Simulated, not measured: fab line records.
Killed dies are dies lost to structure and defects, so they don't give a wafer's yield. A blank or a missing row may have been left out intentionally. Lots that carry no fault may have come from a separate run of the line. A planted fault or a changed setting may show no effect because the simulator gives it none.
fab line records	flow sfq-line
[record] lots = 5	wafers = 23
route steps=325 shown M3@123 I3@133 M4@149 JJ@182 M5@198
start-h: start of the lot's first displayed wafer, in hours after the record's first day	wait-h: hours from the lot's prior step to this one	" identical to the entry in the row above	L1.1+2: a single row standing in for several wafers	- no value present, or no start provided	* or withheld: withheld	< > ~ a bound
route shown NAME@n: a module of which the file shows steps, and the number in the route of the first	usual: mean/standard deviation taken from wafers without a fault	same: alike in all rows	chamber/n: place in a boat	sites: the reading at each site	_std_site: the values' standard deviation	_edge_site: the outer-site mean with the inner-site mean subtracted	radius-mm: for every site, how far away it sits from the centre of the wafer	mask NAME#n: copy n	behind: tool/chamber where the wafer was last shaped	hold: what put the lot on hold/how long, in hours/how the hold closed	device: which transistor (n, p or np) failed to switch	end of line: the tests these same wafers got at the end of their route	for a step that has no rows: nothing shown but its recipe	killed: count of dies lost to structure and defects at first sort (not the wafer's yield)	map: the dies of a wafer, with x for killed, . for not killed, _ for no die there
set.NAME: the setting as run; set.NAME@STEP: as run at that earlier step	model.NAME: the simulator's own value behind a step, which no gauge read
lots where settings were altered on purpose, with a table for each step and a row for each wafer
[[steps]]
[step SFQ_TRILAYER_M3_LITHO_COAT_075]
[recipe] resist = KrF	spin-rpm = 3000	resist-thk-nm = 600
lot.wafer	tool	chamber	start-h	wait-h	set.resist-thk-nm	model.KrF_of_TRILAYER_M3_LITHO_COAT_075.thk-nm
L074.1	litho-track-04	0	769.27	0.2	600	598.2
L074.3	"	0	"	"	600	595.5
L074.6	"	0	"	"	600	596.4
L075.2	litho-track-03	0	770.59	0.2	565.7	564.6
L075.3	"	0	"	"	600	599.5
L075.4	"	0	"	"	565.7	-
L075.5	"	0	"	"	600	-
L075.6	"	0	"	"	600	597.9
L079.1	litho-track-03	0	783.90	0.2	600	600.4
L079.3	"	0	"	"	600	597.2
L079.4+6	"	0	"	"	614.4	-
L079.5	"	0	"	"	600	-
L083.1	litho-track-03	0	794.70	0.2	600	599.6
L083.2+3+4	"	0	"	"	600	-
L083.6	"	0	"	"	600	599.4
L084.1	litho-track-03	0	806.70	0.2	633.2	631.5
L084.2	"	0	"	"	633.2	631.2
L084.3	"	0	"	"	600	597.8
L084.4	"	0	"	"	633.2	630.6
L084.5	"	0	"	"	600	598.5
[step SFQ_TRILAYER_M3_LITHO_SOFTBAKE_079]
[recipe] temp-c = withheld	time-s = withheld	resist = KrF
[step SFQ_TRILAYER_M3_LITHO_EXPOSE_076]
[recipe] mask-id = M3	na = 0.6	source-shape = conventional	sigma-outer = 0.65	target-cd-nm = 500	dose-mj = 14.4
[step SFQ_TRILAYER_M3_LITHO_DEVELOP_077]
[recipe] time-s = 60	resist = KrF
[step SFQ_TRILAYER_M3_BARC_OPEN_METAL_ETCH_100]
[recipe] mask-material = PR	chemistry = O2	target-depth-nm = 125	target = BARC	icp-w = 600	bias-w = 80	pressure-mtorr = 10	time-s = 41.7
lot.wafer	tool	chamber	start-h	wait-h	set.resist-thk-nm@TRILAYER_M3_LITHO_COAT_075	model.KrF_of_TRILAYER_M3_LITHO_COAT_075.thk-nm
L074.1	rie-metal-02	1	909.70	0.0	600	519.7
L074.3	"	0	"	"	600	517.4
L074.6	"	0	"	"	600	518.1
L075.2	rie-metal-03	0	910.90	0.0	565.7	488.2
L075.3	"	1	"	"	600	521.3
L075.4	"	0	"	"	565.7	-
L075.5	"	0	"	"	600	-
L075.6	"	1	"	"	600	519.8
L079.1	rie-metal-03	0	926.41	0.0	600	524.3
L079.3	"	1	"	"	600	519
L079.4+6	"	0	"	"	614.4	-
L079.5	"	1	"	"	600	-
L083.1	rie-metal-03	1	941.50	0.0	600	521.6
L083.2+3+4	"	0,0,1	"	"	600	-
L083.6	"	1	"	"	600	521.4
L084.1	rie-metal-03	0	953.50	0.0	633.2	554.7
L084.2	"	1	"	"	633.2	553.6
L084.3	"	0	"	"	600	521.6
L084.4	"	1	"	"	633.2	552.5
L084.5	"	0	"	"	600	522.2
[step SFQ_TRILAYER_M3_ETCH_METAL_ETCH_078]
[recipe] target = Nb	stop-on = SiO2	mask-material = PR	chemistry = Cl2/Ar	target-depth-nm = 240	icp-w = 600	bias-w = 77.47	pressure-mtorr = 10	time-s = 120
[usual] oes-product-au = 0.896/0.0084
lot.wafer	tool	chamber	start-h	wait-h	set.time-s@TRILAYER_M3_DEP_SPUTTER_073	set.resist-thk-nm@TRILAYER_M3_LITHO_COAT_075	oes-product-au	model.KrF_of_TRILAYER_M3_LITHO_COAT_075.thk-nm
L074.1	rie-metal-02	1	909.76	0.0	133.3	600	0.900	376.1
L074.3	"	0	"	"	133.3	600	0.905	374.5
L074.6	"	0	"	"	133.3	600	0.904	375.2
L075.2	rie-metal-03	0	910.96	0.0	133.3	565.7	0.910	349.9
L075.3	"	1	"	"	133.3	600	0.898	378.1
L075.4	"	0	"	"	119.7	565.7	0.855	-
L075.5	"	0	"	"	119.7	600	0.852	-
L075.6	"	1	"	"	133.3	600	0.912	377
L079.1	rie-metal-03	0	926.47	0.0	133.3	600	0.898	386.6
L079.3	"	1	"	"	133.3	600	0.897	377
L079.4	"	0	"	"	141.3	614.4	0.928	-
L079.5	"	1	"	"	141.3	600	0.940	-
L079.6	"	0	"	"	141.3	614.4	0.928	-
L083.1	rie-metal-03	1	941.56	0.0	133.3	600	0.901	381.4
L083.2	"	0	"	"	115.5	600	0.826	-
L083.3	"	0	"	"	115.5	600	0.845	-
L083.4	"	1	"	"	115.5	600	0.825	-
L083.6	"	1	"	"	133.3	600	0.883	380.3
L084.1	rie-metal-03	0	953.56	0.0	133.3	633.2	0.906	415.6
L084.2	"	1	"	"	133.3	633.2	0.883	411.2
L084.3	"	0	"	"	133.3	600	0.898	383.4
L084.4	"	1	"	"	127	633.2	0.880	409.2
L084.5	"	0	"	"	127	600	0.866	383.7
[step SFQ_TRILAYER_I3_DEP_PECVD_081]
[recipe] material = SiO2	temp-c = 150	time-s = 111.11	pressure-torr = 2.4	rf-w = 183.3	precursor = SiH4/N2O	target-thk-nm = 500
lot.wafer	tool	chamber	start-h	wait-h	set.time-s	model.SiO2_of_TRILAYER_I3_DEP_PECVD_081.thk-nm
L074.1	pecvd-01	0	910.66	0.0	111.11	503.1
L074.3	"	1	"	"	111.11	502.1
L074.6	"	1	"	"	111.11	508.7
L075.2	pecvd-02	1	911.86	0.0	111.11	504.6
L075.3	"	2	"	"	111.11	495.2
L075.4	"	2	"	"	111.11	505.3
L075.5	"	1	"	"	98.37	458.3
L075.6	"	0	"	"	98.37	453.7
L079.1	pecvd-04	1	927.37	0.0	111.11	494.9
L079.3	"	2	"	"	95.77	436.8
L079.4	"	2	"	"	95.77	441.3
L079.5	"	1	"	"	111.11	503.1
L079.6	"	0	"	"	111.11	509.8
L083.1	pecvd-04	2	942.46	0.0	111.11	504.8
L083.2	"	1	"	"	126.9	559.4
L083.3	"	0	"	"	111.11	504.6
L083.4	"	0	"	"	126.9	578.1
L083.6	"	1	"	"	126.9	570.9
L084.1	pecvd-02	2	954.46	0.0	111.11	502.9
L084.2	"	1	"	"	97.61	437
L084.3	"	0	"	"	97.61	445.4
L084.4	"	0	"	"	111.11	522.3
L084.5	"	2	"	"	97.61	446.4
[step SFQ_TRILAYER_I3_CMP_CMP_082]
[recipe] material = SiO2	down-force-psi = 3	platen-rpm = 60	pad-velocity-m-s = 0.94248
[usual] time-to-endpoint-s = 216/9.8
lot.wafer	tool	chamber	start-h	wait-h	set.time-s@TRILAYER_I3_DEP_PECVD_081	time-to-endpoint-s
L074.3	cmp-01	1	911.74	1.0	111.11	217
L074.1	"	2	"	"	111.11	219
L074.6	"	0	913.24	2.5	111.11	232
L075.2	cmp-02	3	911.94	0.0	111.11	206
L075.4	"	0	"	"	111.11	203
L075.3	"	1	"	"	111.11	208
L075.6	"	3	913.94	2.0	98.37	171
L075.5	"	0	"	"	98.37	169
L079.3	cmp-01	2	928.24	0.8	95.77	170
L079.1	"	0	929.24	1.8	111.11	225
L079.4	"	1	"	"	95.77	174
L079.5	"	2	"	"	111.11	219
L079.6	"	3	"	"	111.11	218
L083.1	cmp-01	2	944.34	1.8	111.11	210
L083.3	"	3	"	"	111.11	214
L083.4	"	0	"	"	126.9	275
L083.2	"	1	"	"	126.9	253
L083.6	"	2	"	"	126.9	260
L084.1	cmp-01	1	956.61	2.1	111.11	213
L084.3	"	2	"	"	97.61	171
L084.4	"	3	"	"	111.11	226
L084.2	"	0	"	"	97.61	172
L084.5	"	1	"	"	97.61	171
[step SFQ_TRILAYER_I3_VIA_LITHO_COAT_090]
[recipe] resist = BARC	spin-rpm = 3000	resist-thk-nm = 62
lot.wafer	tool	chamber	start-h	wait-h	set.spin-rpm	model.BARC_of_TRILAYER_I3_VIA_LITHO_COAT_090.thk-nm
L074.1	litho-track-03	0	915.06	1.0	3000	61.9
L074.3	"	0	"	"	3000	61.8
L074.6	"	0	"	"	3000	62.15
L075.2	litho-track-02	0	916.31	0.8	3201	60.24
L075.3	"	0	"	"	3000	62.1
L075.4	"	0	"	"	3000	62.09
L075.5	"	0	"	"	3000	62.13
L075.6	"	0	"	"	3201	60.1
L079.1	litho-track-03	0	932.56	1.0	3000	62.03
L079.3+6	"	0	"	"	3000	62
L079.4	"	0	"	"	3000	61.88
L079.5	"	0	"	"	3000	61.9
L083.1	litho-track-02	0	948.66	1.0	3131	60.92
L083.2	"	0	"	"	3131	60.76
L083.3	"	0	"	"	3131	60.91
L083.4	"	0	"	"	3000	62.14
L083.6	"	0	"	"	3000	62.02
L084.1	litho-track-02	0	960.93	1.0	3000	61.9
L084.2	"	0	"	"	3000	61.71
L084.3	"	0	"	"	3000	61.92
L084.4	"	0	"	"	3000	62
L084.5	"	0	"	"	3000	61.86
[step SFQ_TRILAYER_M4_DEP_SPUTTER_091]
[recipe] material = Nb	base-pressure-pa = 1.33e-06	chamber-pressure-pa = 0.1333	substrate-temp-c = 20	resputter-cathode-voltage-v = 400	target-thk-nm = 200	power-w = 2000	time-s = 133.3
lot.wafer	tool	chamber	start-h	wait-h	set.time-s	model.Nb_of_TRILAYER_M4_DEP_SPUTTER_091.thk-nm
L074.1	pvd-sputter-06	-	1065.18	0.0	133.3	202.5
L074.3	"	-	"	"	133.3	200.9
L074.6	"	-	"	"	133.3	201.4
L075.2	pvd-sputter-05	-	1066.38	0.0	133.3	202.8
L075.3	"	-	"	"	152.2	227.1
L075.4	"	-	"	"	152.2	229.2
L075.5	"	-	"	"	133.3	201.3
L075.6	"	-	"	"	133.3	200.1
L079.1	pvd-sputter-03	-	1078.17	0.0	118.7	175.8
L079.3	"	-	"	"	133.3	202.6
L079.4	"	-	"	"	118.7	175.7
L079.5	"	-	"	"	133.3	198.8
L079.6	"	-	"	"	133.3	203.9
L083.1	pvd-sputter-03	-	1091.36	0.0	133.3	196.1
L083.2	"	-	"	"	133.3	195.5
L083.3	"	-	"	"	121	179.9
L083.4	"	-	"	"	121	179
L083.6	"	-	"	"	133.3	197.3
L084.1	pvd-sputter-05	-	1097.36	0.0	152	223.5
L084.2	"	-	"	"	133.3	200.7
L084.3	"	-	"	"	152	225.6
L084.4	"	-	"	"	152	227
L084.5	"	-	"	"	133.3	196.5
[step SFQ_M4_RS_MEAS_924]
[recipe] thk-meas-gauge = four-point-probe	reads = Nb_of_TRILAYER_M4_DEP_SPUTTER_091
[usual] M4_NB_RS = 0.894/0.01
lot.wafer	tool	chamber	start-h	wait-h	set.time-s@TRILAYER_M4_DEP_SPUTTER_091	M4_NB_RS[ohm/sq]
L074.1	film-metro-03	-	1065.27	0.0	133.3	0.881
L074.3	"	-	"	"	133.3	0.885
L074.6	"	-	"	"	133.3	0.883
L075.2	film-metro-03	-	1066.49	0.1	133.3	0.878
L075.3	"	-	"	"	152.2	0.782
L075.4	"	-	"	"	152.2	0.772
L075.5	"	-	"	"	133.3	0.883
L075.6	"	-	"	"	133.3	0.887
L079.1	film-metro-02	-	1078.26	0.0	118.7	1.017
L079.3	"	-	"	"	133.3	0.878
L079.4	"	-	"	"	118.7	1.016
L079.5	"	-	"	"	133.3	0.895
L079.6	"	-	"	"	133.3	0.873
L083.1	film-metro-03	-	1091.45	0.0	133.3	0.908
L083.2	"	-	"	"	133.3	0.910
L083.3	"	-	"	"	121	0.989
L083.4	"	-	"	"	121	0.997
L083.6	"	-	"	"	133.3	0.902
L084.1	film-metro-02	-	1097.45	0.0	152	0.797
L084.2	"	-	"	"	133.3	0.886
L084.3	"	-	"	"	152	0.788
L084.4	"	-	"	"	152	0.783
L084.5	"	-	"	"	133.3	0.907
[step SFQ_TRILAYER_M4_LITHO_COAT_093]
[recipe] resist = KrF	spin-rpm = 3000	resist-thk-nm = 600
lot.wafer	tool	chamber	start-h	wait-h	set.resist-thk-nm	model.KrF_of_TRILAYER_M4_LITHO_COAT_093.thk-nm
L074.1	litho-track-02	0	1065.75	0.2	600	601.3
L074.3	"	0	"	"	600	602
L074.6	"	0	"	"	600	601.9
L075.2	litho-track-03	0	1067.00	0.2	600	601.2
L075.3	"	0	"	"	600	-
L075.4	"	0	"	"	631.1	-
L075.5	"	0	"	"	631.1	631.7
L075.6	"	0	"	"	631.1	632.5
L079.1+4	litho-track-01	0	1078.74	0.2	600	-
L079.3	"	0	"	"	600	599.2
L079.5	"	0	"	"	622.4	623.4
L079.6	"	0	"	"	622.4	621.4
L083.1	litho-track-02	0	1091.93	0.2	619.5	623.7
L083.2	"	0	"	"	619.5	622.2
L083.3+4	"	0	"	"	600	-
L083.6	"	0	"	"	600	603.4
L084.1+3+4	litho-track-02	0	1097.93	0.2	600	-
L084.2	"	0	"	"	600	599.3
L084.5	"	0	"	"	600	601.6
[step SFQ_TRILAYER_M4_BARC_OPEN_METAL_ETCH_123]
[recipe] mask-material = PR	chemistry = O2	target-depth-nm = 125	target = BARC	icp-w = 600	bias-w = 80	pressure-mtorr = 10	time-s = 41.7
lot.wafer	tool	chamber	start-h	wait-h	set.bias-w	set.resist-thk-nm@TRILAYER_M4_LITHO_COAT_093	model.KrF_of_TRILAYER_M4_LITHO_COAT_093.thk-nm
L074.1	rie-metal-04	0	1181.23	0.0	80	600	525.2
L074.3	"	1	"	"	80	600	523.6
L074.6	"	1	"	"	80	600	523.2
L075.2	rie-metal-02	0	1182.43	0.0	80	600	522.8
L075.3	"	1	"	"	76.71	600	-
L075.4	"	0	"	"	80	631.1	-
L075.5	"	0	"	"	76.71	631.1	553.9
L075.6	"	1	"	"	80	631.1	555.3
L079.1	rie-metal-01	1	1201.76	0.0	80	600	-
L079.3	"	0	"	"	83.18	600	522.8
L079.4	"	1	"	"	83.18	600	-
L079.5	"	1	"	"	83.18	622.4	547.7
L079.6	"	0	"	"	80	622.4	545.8
L083.1	rie-metal-04	0	1224.56	0.0	71.64	619.5	548.7
L083.2	"	1	"	"	80	619.5	543.6
L083.3+4	"	0,1	"	"	80	600	-
L083.6	"	0	"	"	71.64	600	528.6
L084.1	rie-metal-04	1	1235.36	0.0	85.39	600	-
L084.2	"	0	"	"	85.39	600	521.4
L084.3+4	"	1,0	"	"	80	600	-
L084.5	"	1	"	"	80	600	524.1
[step SFQ_TRILAYER_M4_ETCH_METAL_ETCH_096]
[recipe] target = Nb	stop-on = SiO2	mask-material = PR	chemistry = Cl2/Ar	target-depth-nm = 240	icp-w = 600	bias-w = 80	pressure-mtorr = 10	time-s = 120
[usual] oes-product-au = 0.891/0.0077
lot.wafer	tool	chamber	start-h	wait-h	set.time-s@TRILAYER_M4_DEP_SPUTTER_091	oes-product-au
L074.1	rie-metal-04	0	1181.29	0.0	133.3	0.891
L074.3	"	1	"	"	133.3	0.893
L074.6	"	1	"	"	133.3	0.901
L075.2	rie-metal-02	0	1182.49	0.0	133.3	0.898
L075.3	"	1	"	"	152.2	0.974
L075.4	"	0	"	"	152.2	0.978
L075.5	"	0	"	"	133.3	0.900
L075.6	"	1	"	"	133.3	0.896
L079.1	rie-metal-01	1	1201.82	0.0	118.7	0.832
L079.3	"	0	"	"	133.3	0.898
L079.4	"	1	"	"	118.7	0.831
L079.5	"	1	"	"	133.3	0.889
L079.6	"	0	"	"	133.3	0.913
L083.1	rie-metal-04	0	1224.62	0.0	133.3	0.873
L083.2	"	1	"	"	133.3	0.876
L083.3	"	0	"	"	121	0.840
L083.4	"	1	"	"	121	0.837
L083.6	"	0	"	"	133.3	0.893
L084.1	rie-metal-04	1	1235.42	0.0	152	0.957
L084.2	"	0	"	"	133.3	0.890
L084.3	"	1	"	"	152	0.956
L084.4	"	0	"	"	152	0.963
L084.5	"	1	"	"	133.3	0.891
[step SFQ_TRILAYER_JJ_TRILAYER_DEP_SPUTTER_112]
[recipe] material = Nb	base-pressure-pa = 1.33e-06	chamber-pressure-pa = 0.1333	substrate-temp-c = 20	target-thk-nm = 170	power-w = 2000	time-s = 113.3
lot.wafer	tool	chamber	start-h	wait-h	set.power-w	model.Nb_of_TRILAYER_JJ_TRILAYER_DEP_SPUTTER_112.thk-nm
L074.1	pvd-sputter-05	-	1324.80	0.5	2000	171
L074.3	"	-	"	"	2000	173.8
L074.6	"	-	"	"	2000	170.5
L075.2	pvd-sputter-03	-	1327.20	0.5	2226	186.9
L075.3	"	-	"	"	2000	168.3
L075.4	"	-	"	"	2226	187
L075.5	"	-	"	"	2000	168
L075.6	"	-	"	"	2000	167.1
L079.1	pvd-sputter-04	-	1344.00	0.5	2000	172.3
L079.3	"	-	"	"	2000	170
L079.4	"	-	"	"	1878	156.2
L079.5	"	-	"	"	1878	158.7
L079.6	"	-	"	"	1878	156.9
L083.1	pvd-sputter-03	-	1371.75	0.5	2000	164.5
L083.2	"	-	"	"	2000	167
L083.3	"	-	"	"	1929	158.2
L083.4	"	-	"	"	2000	164.7
L083.6	"	-	"	"	1929	161.9
L084.1	pvd-sputter-04	-	1381.18	0.5	2000	170.7
L084.2	"	-	"	"	2100	181
L084.3	"	-	"	"	2000	172
L084.4	"	-	"	"	2100	180
L084.5	"	-	"	"	2100	180.7
[step SFQ_JJ_RS_MEAS_929]
[recipe] thk-meas-gauge = four-point-probe	reads = Nb_of_TRILAYER_JJ_TRILAYER_DEP_SPUTTER_112
[usual] JJ_NB_RS = 1.059/0.016
lot.wafer	tool	chamber	start-h	wait-h	set.power-w@TRILAYER_JJ_TRILAYER_DEP_SPUTTER_112	JJ_NB_RS[ohm/sq]
L074.1	film-metro-02	-	1324.88	0.0	2000	1.045
L074.3	"	-	"	"	2000	1.028
L074.6	"	-	"	"	2000	1.046
L075.2	film-metro-01	-	1327.30	0.1	2226	0.955
L075.3	"	-	"	"	2000	1.060
L075.4	"	-	"	"	2226	0.954
L075.5	"	-	"	"	2000	1.062
L075.6	"	-	"	"	2000	1.069
L079.1	film-metro-04	-	1344.08	0.0	2000	1.036
L079.3	"	-	"	"	2000	1.048
L079.4	"	-	"	"	1878	1.142
L079.5	"	-	"	"	1878	1.123
L079.6	"	-	"	"	1878	1.136
L083.1	film-metro-01	-	1371.83	0.0	2000	1.090
L083.2	"	-	"	"	2000	1.069
L083.3	"	-	"	"	1929	1.133
L083.4	"	-	"	"	2000	1.086
L083.6	"	-	"	"	1929	1.106
L084.1	film-metro-04	-	1381.26	0.0	2000	1.044
L084.2	"	-	"	"	2100	0.983
L084.3	"	-	"	"	2000	1.037
L084.4	"	-	"	"	2100	0.990
L084.5	"	-	"	"	2100	0.986
[step SFQ_TRILAYER_M5_LITHO_COAT_128]
[recipe] resist = BARC	spin-rpm = 3000	resist-thk-nm = 62
lot.wafer	tool	chamber	start-h	wait-h	set.resist-thk-nm	model.BARC_of_TRILAYER_M5_LITHO_COAT_128.thk-nm
L074.1	litho-track-02	0	1330.02	0.0	62	61.91
L074.3	"	0	"	"	62	62.15
L074.6	"	0	"	"	62	61.98
L075.2	litho-track-03	0	1333.48	0.1	62	61.67
L075.3	"	0	"	"	62	61.87
L075.4	"	0	"	"	62.97	62.73
L075.5	"	0	"	"	62.97	62.72
L075.6	"	0	"	"	62	61.63
L079.1	litho-track-04	0	1349.22	0.0	62	62.1
L079.3	"	0	"	"	59.64	59.69
L079.4	"	0	"	"	59.64	59.79
L079.5	"	0	"	"	62	62.03
L079.6	"	0	"	"	62	62.07
L083.1	litho-track-04	0	1377.47	0.0	62	62
L083.2	"	0	"	"	64.1	63.96
L083.3	"	0	"	"	62	62.02
L083.4	"	0	"	"	64.1	64.01
L083.6	"	0	"	"	64.1	64.04
L084.1	litho-track-03	0	1386.89	0.0	59.04	58.47
L084.2	"	0	"	"	62	61.64
L084.3	"	0	"	"	59.04	58.62
L084.4	"	0	"	"	62	61.53
L084.5	"	0	"	"	59.04	58.55
[step SFQ_TRILAYER_M5_LITHO_COAT_123]
[recipe] resist = KrF	spin-rpm = 3000	resist-thk-nm = 600
lot.wafer	tool	chamber	start-h	wait-h	set.spin-rpm	model.KrF_of_TRILAYER_M5_LITHO_COAT_123.thk-nm
L074.1	litho-track-02	0	1330.32	0.2	3000	599
L074.3	"	0	"	"	3000	601.1
L074.6	"	0	"	"	3000	601.8
L075.2	litho-track-03	0	1333.78	0.2	3000	599.6
L075.3	"	0	"	"	3198	579.2
L075.4	"	0	"	"	3000	597.3
L075.5	"	0	"	"	3198	580.9
L075.6	"	0	"	"	3000	597
L079.1	litho-track-04	0	1349.52	0.2	3000	602.5
L079.3	"	0	"	"	3110	590.4
L079.4	"	0	"	"	3000	603.9
L079.5	"	0	"	"	3000	601.9
L079.6	"	0	"	"	3110	591.8
L083.1+3	litho-track-04	0	1377.77	0.2	3164	586.3
L083.2	"	0	"	"	3000	601.5
L083.4	"	0	"	"	3000	600.6
L083.6	"	0	"	"	3164	584.6
L084.1	litho-track-03	0	1387.19	0.2	2935	603.2
L084.2	"	0	"	"	2935	605.2
L084.3	"	0	"	"	3000	597.3
L084.4	"	0	"	"	2935	604.6
L084.5	"	0	"	"	3000	596.6
[step SFQ_TRILAYER_M5_LITHO_SOFTBAKE_127]
[recipe] temp-c = withheld	time-s = withheld	resist = KrF
[step SFQ_TRILAYER_M5_LITHO_EXPOSE_124]
[recipe] mask-id = M5	na = 0.6	source-shape = conventional	sigma-outer = 0.65	target-cd-nm = 700	dose-mj = 14.4
[step SFQ_TRILAYER_M5_LITHO_DEVELOP_125]
[recipe] time-s = 60	resist = KrF
[step SFQ_TRILAYER_M5_BARC_OPEN_METAL_ETCH_161]
[recipe] mask-material = PR	chemistry = O2	target-depth-nm = 125	target = BARC	icp-w = 600	bias-w = 82.76	pressure-mtorr = 10	time-s = 41.7
lot.wafer	tool	chamber	start-h	wait-h	set.resist-thk-nm@TRILAYER_M5_LITHO_COAT_128	model.etch.depth-nm
L074.1	rie-metal-02	1	1473.88	0.0	62	61.91
L074.3	"	0	"	"	62	62.15
L074.6	"	0	"	"	62	61.98
L075.2	rie-metal-04	0	1475.08	0.0	62	61.67
L075.3	"	1	"	"	62	-
L075.4+5	"	0	"	"	62.97	-
L075.6	"	1	"	"	62	61.63
L079.1+5+6	rie-metal-02	0,0,1	1491.96	0.0	62	-
L079.3	"	0	"	"	59.64	59.69
L079.4	"	1	"	"	59.64	-
L083.1	rie-metal-03	1	1523.16	0.0	62	62
L083.2+4	"	0,1	"	"	64.1	-
L083.3	"	0	"	"	62	-
L083.6	"	1	"	"	64.1	64.04
L084.1+3	rie-metal-03	1	1531.47	0.0	59.04	-
L084.2	"	0	"	"	62	61.64
L084.4	"	0	"	"	62	-
L084.5	"	1	"	"	59.04	58.55
[[key]]
[split] step = SFQ_TRILAYER_M3_LITHO_COAT_075	setting = resist-thk-nm	stated = 600	by = wafer
[response] step = SFQ_TRILAYER_M3_LITHO_COAT_075	reading = model.KrF_of_TRILAYER_M3_LITHO_COAT_075.thk-nm	change = +5.96	per = 1%	r = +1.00
[response] step = SFQ_TRILAYER_M3_BARC_OPEN_METAL_ETCH_100	reading = model.KrF_of_TRILAYER_M3_LITHO_COAT_075.thk-nm	change = +5.71	per = 1%	r = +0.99
[response] step = SFQ_TRILAYER_M3_ETCH_METAL_ETCH_078	reading = model.KrF_of_TRILAYER_M3_LITHO_COAT_075.thk-nm	change = +5.03	per = 1%	r = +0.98
[split] step = SFQ_TRILAYER_I3_DEP_PECVD_081	setting = time-s	stated = 111.11	by = wafer
[response] step = SFQ_TRILAYER_I3_DEP_PECVD_081	reading = model.SiO2_of_TRILAYER_I3_DEP_PECVD_081.thk-nm	change = +4.72	per = 1%	r = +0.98
[response] step = SFQ_TRILAYER_I3_CMP_CMP_082	reading = time-to-endpoint-s	change = *	per = 1%	r = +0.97
[split] step = SFQ_TRILAYER_I3_VIA_LITHO_COAT_090	setting = spin-rpm	stated = 3000	by = wafer
[response] step = SFQ_TRILAYER_I3_VIA_LITHO_COAT_090	reading = model.BARC_of_TRILAYER_I3_VIA_LITHO_COAT_090.thk-nm	change = -0.286	per = 1%	r = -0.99
[split] step = SFQ_TRILAYER_M4_DEP_SPUTTER_091	setting = time-s	stated = 133.3	by = wafer
[response] step = SFQ_TRILAYER_M4_DEP_SPUTTER_091	reading = model.Nb_of_TRILAYER_M4_DEP_SPUTTER_091.thk-nm	change = +1.98	per = 1%	r = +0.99
[response] step = SFQ_M4_RS_MEAS_924	reading = M4_NB_RS	change = -0.00875	per = 1%	r = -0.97
[response] step = SFQ_TRILAYER_M4_ETCH_METAL_ETCH_096	reading = oes-product-au	change = +0.00532	per = 1%	r = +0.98
[split] step = SFQ_TRILAYER_M4_LITHO_COAT_093	setting = resist-thk-nm	stated = 600	by = wafer
[response] step = SFQ_TRILAYER_M4_LITHO_COAT_093	reading = model.KrF_of_TRILAYER_M4_LITHO_COAT_093.thk-nm	change = +6.04	per = 1%	r = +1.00
[response] step = SFQ_TRILAYER_M4_BARC_OPEN_METAL_ETCH_123	reading = model.KrF_of_TRILAYER_M4_LITHO_COAT_093.thk-nm	change = +6.06	per = 1%	r = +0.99
[split] step = SFQ_TRILAYER_M4_BARC_OPEN_METAL_ETCH_123	setting = bias-w	stated = 80	by = wafer
response none clear
[split] step = SFQ_TRILAYER_JJ_TRILAYER_DEP_SPUTTER_112	setting = power-w	stated = 2000	by = wafer
[response] step = SFQ_TRILAYER_JJ_TRILAYER_DEP_SPUTTER_112	reading = model.Nb_of_TRILAYER_JJ_TRILAYER_DEP_SPUTTER_112.thk-nm	change = +1.81	per = 1%	r = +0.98
[response] step = SFQ_JJ_RS_MEAS_929	reading = JJ_NB_RS	change = -0.0108	per = 1%	r = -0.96
[split] step = SFQ_TRILAYER_M5_LITHO_COAT_128	setting = resist-thk-nm	stated = 62	by = wafer
[response] step = SFQ_TRILAYER_M5_LITHO_COAT_128	reading = model.BARC_of_TRILAYER_M5_LITHO_COAT_128.thk-nm	change = +0.619	per = 1%	r = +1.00
[response] step = SFQ_TRILAYER_M5_BARC_OPEN_METAL_ETCH_161	reading = model.etch.depth-nm	change = +0.633	per = 1%	r = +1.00
[split] step = SFQ_TRILAYER_M5_LITHO_COAT_123	setting = spin-rpm	stated = 3000	by = wafer
[response] step = SFQ_TRILAYER_M5_LITHO_COAT_123	reading = model.KrF_of_TRILAYER_M5_LITHO_COAT_123.thk-nm	change = -2.85	per = 1%	r = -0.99
split outside-this-file step=SFQ_TRILAYER_M3_DEP_SPUTTER_073 setting=time-s
// split outside-this-file: this setting was split too, and the file shows its column; the key of that split is in another file
